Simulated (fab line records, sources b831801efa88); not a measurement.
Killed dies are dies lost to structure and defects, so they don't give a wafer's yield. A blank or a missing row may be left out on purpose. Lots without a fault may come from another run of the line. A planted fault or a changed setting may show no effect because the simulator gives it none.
One fault seen from 2 desks | flow gf180mcu | each desk has only its own numbers; what lay behind them comes last

THE METROLOGY DESK
What the gauges read, lot by lot, whatever tool the lot ran on: means of the sampled wafers that have a number. A lot is out of limits, marked OUT, if its mean lies more than 4 standard deviations from the usual mean; the brackets give that distance.
Columns: A = NWELL_TW at GF_NWELL_TW_MEAS_11, usual 1574; B = NWELL_RS at GF_VT_IMPLANT_RS_MEAS_47, usual 487.6 ohm/sq; C = cd_nm at GF_HV_LDD_CD_MEAS_07, usual 399.9 nm; D = HV_LDD_OVL at GF_HV_LDD_OVL_MEAS_08, usual 1.3 nm
lot  | first seen here | A              | B                       | C     | D
L117 | day 3 08:18     | 1575           | 487.1                   | 398.6 | 2.1
L118 | day 3 13:51     | 1575           | 488.2                   | 400.7 | -0.6
L119 | day 3 20:39     | 1564           | 487.6                   | 402.9 | 1.6
L120 | day 3 23:45     | 1573           | 488.3                   | 398.1 | 1.0
L123 | day 4 17:35     | 1590           | 488.0                   | 402.0 | 2.4
L124 | day 5 00:25     | 1592           | 487.1                   | 400.4 | 2.3
L130 | day 6 08:00     | 1741 (+13) OUT | 624.9 (+99 or more) OUT | -     | -
L131 | day 6 13:05     | 1566           | 487.1                   | 398.6 | 2.0
L132 | day 6 18:21     | 1714 (+11) OUT | 626.4 (+99 or more) OUT | -     | -
L135 | day 7 11:53     | 1580           | 486.7                   | 400.6 | 3.9
L137 | day 7 23:29     | 1565           | 487.6                   | 398.9 | -0.4
L138 | day 8 03:39     | 1556           | 489.1                   | 399.0 | 0.3
L140 | day 8 16:48     | 1569           | 486.9                   | 396.4 | 1.2
This desk's finding: out of limits on L130, L132; first on L130, day 6 08:00 (NWELL_TW at GF_NWELL_TW_MEAS_11). In limits: L117, L118, L119, L120, L123, L124, L131, L135, L137, L138, L140.

THE TOOL OWNER'S DESK: implanter-03
The tool's own readings at GF_NWELL_IMPLANT_08: means of the sampled wafers that have a number, for each lot that ran on this tool. A lot is out of limits, marked OUT, if its mean lies more than 4 standard deviations from the usual mean; the brackets give that distance.
Columns: A = tilt_deg at GF_NWELL_IMPLANT_08, usual 0.005 degrees
lot  | first seen here | A
L118 | day 3 13:27     | 0.028
L120 | day 3 23:23     | 0.027
L123 | day 4 17:11     | 0.004
L130 | day 6 07:36     | 2.824 (+99 or more) OUT
L132 | day 6 17:57     | 2.863 (+99 or more) OUT
This desk's finding: out of limits on L130, L132; first on L130, day 6 07:36 (tilt_deg at GF_NWELL_IMPLANT_08). In limits: L118, L120, L123.

PUT TOGETHER
The tool owner's desk could have raised an alarm at day 6 07:36, on L130, L132.
The metrology desk could have raised an alarm at day 6 08:00, on L130, L132.
Of the lots named, all ran GF_NWELL_IMPLANT_08 on implanter-03.

WHAT THE SIMULATOR HAD PUT IN
Process parameter drift: implanter-03, from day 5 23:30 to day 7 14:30, at GF_NWELL_IMPLANT_08. Setting tilt_deg, moved by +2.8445, from 0. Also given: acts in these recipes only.
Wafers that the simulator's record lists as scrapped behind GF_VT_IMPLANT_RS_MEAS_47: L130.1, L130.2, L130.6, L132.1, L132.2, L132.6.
Lots struck among those shown: L130, L132.
Hours from the fault's start to each desk's first reading out of limits: the tool owner's desk, 8; the metrology desk, 8.
